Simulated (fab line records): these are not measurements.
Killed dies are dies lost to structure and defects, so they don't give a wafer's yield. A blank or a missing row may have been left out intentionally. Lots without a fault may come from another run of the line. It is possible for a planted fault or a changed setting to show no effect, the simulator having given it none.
Which of the tools did it? :: flow sky130 :: 14 lots, 42 wafers sampled, at 3 steps of a route of 708

WHAT THE GAUGES SHOWED, per wafer
SKY_VIA1_RS_MEAS_22: measurement is done with a four-point probe.
lot: L215
measured: day 34 23:39
on: film-metro-02
VIA1_W_RS (ohm/sq): 0.422 0.424 0.420

lot: L217
measured: day 35 07:12
on: film-metro-01
VIA1_W_RS (ohm/sq): 0.427 0.413 0.429

lot: L220
measured: day 36 13:50
on: film-metro-01
VIA1_W_RS (ohm/sq): 0.411 0.407 0.407

lot: L223
measured: day 37 07:40
on: film-metro-04
VIA1_W_RS (ohm/sq): 0.433 0.414 0.412

lot: L224
measured: day 37 19:13
on: film-metro-01
VIA1_W_RS (ohm/sq): 0.426 0.426 0.428

lot: L225
measured: day 37 22:14
on: film-metro-01
VIA1_W_RS (ohm/sq): 0.432 0.430 0.436

lot: L227
measured: day 38 16:25
on: film-metro-04
VIA1_W_RS (ohm/sq): 0.416 0.429 0.412

lot: L229
measured: day 39 07:38
on: film-metro-01
VIA1_W_RS (ohm/sq): 0.431 0.426 0.429

lot: L231
measured: day 39 22:04
on: film-metro-01
VIA1_W_RS (ohm/sq): 0.427 0.418 0.423

lot: L232
measured: day 39 22:50
on: film-metro-01
VIA1_W_RS (ohm/sq): 0.423 0.429 0.430

lot: L233
measured: day 40 05:08
on: film-metro-01
VIA1_W_RS (ohm/sq): 0.425 0.423 0.426

lot: L234
measured: day 40 11:10
on: film-metro-02
VIA1_W_RS (ohm/sq): 0.428 0.427 0.425

lot: L235
measured: day 41 00:05
on: film-metro-04
VIA1_W_RS (ohm/sq): 0.413 0.431 0.428

lot: L236
measured: day 41 06:00
on: film-metro-01
VIA1_W_RS (ohm/sq): 0.434 0.433 0.433

TOOL THAT RAN EACH LOT (tool first, then ch and the chambers of the sampled wafers, then the start)
lot: L215
SKY_LI_CONTACT_STRIP_16: plasma-asher-02 ch 0,1, day 30 02:14
SKY_METAL1_METAL_ETCH_19: rie-metal-04 ch 0,1, day 33 19:03

lot: L217
SKY_LI_CONTACT_STRIP_16: plasma-asher-02 ch 0,1, day 30 10:05
SKY_METAL1_METAL_ETCH_19: rie-metal-03 ch 1, day 34 02:17

lot: L220
SKY_LI_CONTACT_STRIP_16: plasma-asher-02 ch 0,1, day 31 21:39
SKY_METAL1_METAL_ETCH_19: rie-metal-03 ch 0,1, day 35 09:58

lot: L223
SKY_LI_CONTACT_STRIP_16: plasma-asher-04 ch 0,1, day 32 15:38
SKY_METAL1_METAL_ETCH_19: rie-metal-01 ch 0,1, day 36 03:30

lot: L224
SKY_LI_CONTACT_STRIP_16: plasma-asher-02 ch 0,1, day 33 04:07
SKY_METAL1_METAL_ETCH_19: rie-metal-04 ch 0,1, day 36 14:59

lot: L225
SKY_LI_CONTACT_STRIP_16: plasma-asher-01 ch 0,1, day 33 06:20
SKY_METAL1_METAL_ETCH_19: rie-metal-01 ch 0,1, day 36 17:52

lot: L227
SKY_LI_CONTACT_STRIP_16: plasma-asher-01 ch 0,1, day 34 01:13
SKY_METAL1_METAL_ETCH_19: rie-metal-03 ch 0,1, day 37 12:54

lot: L229
SKY_LI_CONTACT_STRIP_16: plasma-asher-01 ch 0,1, day 34 17:14
SKY_METAL1_METAL_ETCH_19: rie-metal-04 ch 0,1, day 38 04:16

lot: L231
SKY_LI_CONTACT_STRIP_16: plasma-asher-04 ch 0,1, day 35 08:59
SKY_METAL1_METAL_ETCH_19: rie-metal-01 ch 0, day 38 19:14

lot: L232
SKY_LI_CONTACT_STRIP_16: plasma-asher-01 ch 0,1, day 35 09:38
SKY_METAL1_METAL_ETCH_19: rie-metal-03 ch 0,1, day 38 19:22

lot: L233
SKY_LI_CONTACT_STRIP_16: plasma-asher-04 ch 0,1, day 35 15:34
SKY_METAL1_METAL_ETCH_19: rie-metal-04 ch 0,1, day 39 02:05

lot: L234
SKY_LI_CONTACT_STRIP_16: plasma-asher-01 ch 0,1, day 36 00:57
SKY_METAL1_METAL_ETCH_19: rie-metal-04 ch 0,1, day 39 10:19

lot: L235
SKY_LI_CONTACT_STRIP_16: plasma-asher-01 ch 0,1, day 36 08:26
SKY_METAL1_METAL_ETCH_19: rie-metal-01 ch 1, day 39 17:15

lot: L236
SKY_LI_CONTACT_STRIP_16: plasma-asher-02 ch 0,1, day 36 18:11
SKY_METAL1_METAL_ETCH_19: rie-metal-03 ch 0,1, day 40 03:30
- SKY_LI_CONTACT_STRIP_16: strips in O2/N2.
- SKY_METAL1_METAL_ETCH_19: etches the open film in Cl2/BCl3, stops on SiO2, target depth 360 nm, time 78 s.

WHAT THE TOOLS THEMSELVES READ (means of the sampled wafers that have a number; where no wafer has one, the mark that the record gives instead)
SKY_LI_CONTACT_STRIP_16.
lot: L215
tool: plasma-asher-02
drypump-motor-current-A (A): 5.3
oes-product-au (a.u.): 0.377
strip-time-to-endpoint-s (s): 3.527

lot: L217
tool: plasma-asher-02
drypump-motor-current-A (A): 5.1
oes-product-au (a.u.): 0.381
strip-time-to-endpoint-s (s): 3.479

lot: L220
tool: plasma-asher-02
drypump-motor-current-A (A): 5.4
oes-product-au (a.u.): 0.377
strip-time-to-endpoint-s (s): 3.497

lot: L223
tool: plasma-asher-04
drypump-motor-current-A (A): 6.1
oes-product-au (a.u.): 0.372
strip-time-to-endpoint-s (s): 3.454

lot: L224
tool: plasma-asher-02
drypump-motor-current-A (A): 5.3
oes-product-au (a.u.): 0.376
strip-time-to-endpoint-s (s): 3.457

lot: L225
tool: plasma-asher-01
drypump-motor-current-A (A): 5.7
oes-product-au (a.u.): 0.378
strip-time-to-endpoint-s (s): 3.497

lot: L227
tool: plasma-asher-01
drypump-motor-current-A (A): 5.3
oes-product-au (a.u.): 0.372
strip-time-to-endpoint-s (s): 3.477

lot: L229
tool: plasma-asher-01
drypump-motor-current-A (A): 5.7
oes-product-au (a.u.): 0.374
strip-time-to-endpoint-s (s): 3.462

lot: L231
tool: plasma-asher-04
drypump-motor-current-A (A): 6.2
oes-product-au (a.u.): 0.372
strip-time-to-endpoint-s (s): 3.479

lot: L232
tool: plasma-asher-01
drypump-motor-current-A (A): 5.3
oes-product-au (a.u.): 0.376
strip-time-to-endpoint-s (s): 3.501

lot: L233
tool: plasma-asher-04
drypump-motor-current-A (A): 5.7
oes-product-au (a.u.): 0.376
strip-time-to-endpoint-s (s): 3.467

lot: L234
tool: plasma-asher-01
drypump-motor-current-A (A): 5.3
oes-product-au (a.u.): 0.380
strip-time-to-endpoint-s (s): 3.516

lot: L235
tool: plasma-asher-01
drypump-motor-current-A (A): 5.7
oes-product-au (a.u.): 0.372
strip-time-to-endpoint-s (s): 3.480

lot: L236
tool: plasma-asher-02
drypump-motor-current-A (A): 5.1
oes-product-au (a.u.): 0.374
strip-time-to-endpoint-s (s): 3.465

SKY_METAL1_METAL_ETCH_19.
lot: L215
tool: rie-metal-04
bcl3-flow-sccm (sccm): 29.99
bias-w (W): 48.51
drypump-motor-current-A (A): 6.0
oes-product-au (a.u.): 0.851
throttle-valve-pct (%): 22.261

lot: L217
tool: rie-metal-03
bcl3-flow-sccm (sccm): 30.03
bias-w (W): 48.67
drypump-motor-current-A (A): 5.4
oes-product-au (a.u.): 0.857
throttle-valve-pct (%): 22.263

lot: L220
tool: rie-metal-03
bcl3-flow-sccm (sccm): 29.90
bias-w (W): 48.40
drypump-motor-current-A (A): 5.2
oes-product-au (a.u.): 0.852
throttle-valve-pct (%): 22.268

lot: L223
tool: rie-metal-01
bcl3-flow-sccm (sccm): 29.97
bias-w (W): 48.44
drypump-motor-current-A (A): 5.3
oes-product-au (a.u.): 0.855
throttle-valve-pct (%): 22.262

lot: L224
tool: rie-metal-04
bcl3-flow-sccm (sccm): 29.90
bias-w (W): 48.39
drypump-motor-current-A (A): 5.9
oes-product-au (a.u.): 0.855
throttle-valve-pct (%): 22.259

lot: L225
tool: rie-metal-01
bcl3-flow-sccm (sccm): 30.06
bias-w (W): 48.48
drypump-motor-current-A (A): 5.2
oes-product-au (a.u.): 0.860
throttle-valve-pct (%): 22.260

lot: L227
tool: rie-metal-03
bcl3-flow-sccm (sccm): 30.11
bias-w (W): 48.33
drypump-motor-current-A (A): 5.3
oes-product-au (a.u.): 0.861
throttle-valve-pct (%): 22.256

lot: L229
tool: rie-metal-04
bcl3-flow-sccm (sccm): 30.03
bias-w (W): 48.51
drypump-motor-current-A (A): 5.8
oes-product-au (a.u.): 0.849
throttle-valve-pct (%): 22.264

lot: L231
tool: rie-metal-01
bcl3-flow-sccm (sccm): 29.90
bias-w (W): 48.51
drypump-motor-current-A (A): 5.4
oes-product-au (a.u.): 0.857
throttle-valve-pct (%): 22.261

lot: L232
tool: rie-metal-03
bcl3-flow-sccm (sccm): 29.94
bias-w (W): 48.32
drypump-motor-current-A (A): 5.3
oes-product-au (a.u.): 0.853
throttle-valve-pct (%): 22.265

lot: L233
tool: rie-metal-04
bcl3-flow-sccm (sccm): 30.01
bias-w (W): 48.57
drypump-motor-current-A (A): 6.0
oes-product-au (a.u.): 0.848
throttle-valve-pct (%): 22.254

lot: L234
tool: rie-metal-04
bcl3-flow-sccm (sccm): 29.98
bias-w (W): 48.50
drypump-motor-current-A (A): 5.8
oes-product-au (a.u.): 0.861
throttle-valve-pct (%): 22.268

lot: L235
tool: rie-metal-01
bcl3-flow-sccm (sccm): 30.04
bias-w (W): 48.27
drypump-motor-current-A (A): 5.1
oes-product-au (a.u.): 0.849
throttle-valve-pct (%): 22.260

lot: L236
tool: rie-metal-03
bcl3-flow-sccm (sccm): 29.96
bias-w (W): 48.61
drypump-motor-current-A (A): 5.3
oes-product-au (a.u.): 0.859
throttle-valve-pct (%): 22.266

THE ANSWER, worked out from the rows above alone
Rule: the usual values come from the lots themselves. The widest of any qualifying gaps counts: lots, ordered by their means at a reading, are off when they make up no more than a third of the lots, leave a main group of 4 or more, and stand apart from it by 3 or more times the standard deviation of that group's means. The tables above print the reading to a certain number of digits; a main group whose means all agree to those digits is not used. Also off: a lot with no number at a reading for which 4 or more lots have one. The other lots that the step has rows for count as sound. Order of review: gauges by route order, followed by the tools' own readings, for which a lot's mean as printed above is used. The first step at which some lot is off is used, and at that step the reading that is off furthest; a lot without a number counts as furthest.
Nothing can be told from this: no lot is off at any reading shown.

WHAT THE SIMULATOR HAD INSERTED
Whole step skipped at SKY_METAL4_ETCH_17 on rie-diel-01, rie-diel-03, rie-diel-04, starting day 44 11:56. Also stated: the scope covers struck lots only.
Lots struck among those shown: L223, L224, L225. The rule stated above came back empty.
